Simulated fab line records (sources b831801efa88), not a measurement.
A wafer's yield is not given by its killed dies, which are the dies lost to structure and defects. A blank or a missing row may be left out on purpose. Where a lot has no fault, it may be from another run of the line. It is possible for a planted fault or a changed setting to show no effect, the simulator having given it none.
Which of the tools did it? + flow gf180mcu + 18 wafers sampled from 6 lots at 1 step of a route of 602

## WHAT THE GAUGES SHOWED, per wafer
GF_M3_OVL_MEAS_15.
| lot  | measured     | on         | M3_OVL (nm) |
|------|--------------|------------|-------------|
| L260 | day 22 14:29 | overlay-01 | 1 4 3       |
| L262 | day 23 02:31 | overlay-02 | -3 5 -1     |
| L266 | day 24 13:41 | overlay-02 | -2 -1 8     |
| L272 | day 26 13:58 | overlay-01 | 2 2 1       |
| L276 | day 28 00:10 | overlay-02 | -1 3 -3     |
| L278 | day 28 05:07 | overlay-02 | 6 5 -7      |

## TOOL THAT RAN EACH LOT (tool first, then ch and the chambers of the sampled wafers, then the start)
No process step before these readings appears in the record.

## THE ANSWER, worked out from the rows above alone
Rule: the lots themselves supply what counts as usual. The widest of any qualifying gaps counts: lots, ordered by their means at a reading, are off when they make up no more than a third of the lots, leave a main group of 4 or more, and stand apart from it by 3 or more times the standard deviation of that group's means. A main group is skipped when, at the precision printed for the reading in the tables above, its means are all equal. Also off: a lot with no number at a reading for which 4 or more lots have one. All remaining lots with rows at the step are treated as sound.
No lot is off at any reading shown: from this, nothing can be told.

## WHAT HAD BEEN PUT IN BY THE SIMULATOR
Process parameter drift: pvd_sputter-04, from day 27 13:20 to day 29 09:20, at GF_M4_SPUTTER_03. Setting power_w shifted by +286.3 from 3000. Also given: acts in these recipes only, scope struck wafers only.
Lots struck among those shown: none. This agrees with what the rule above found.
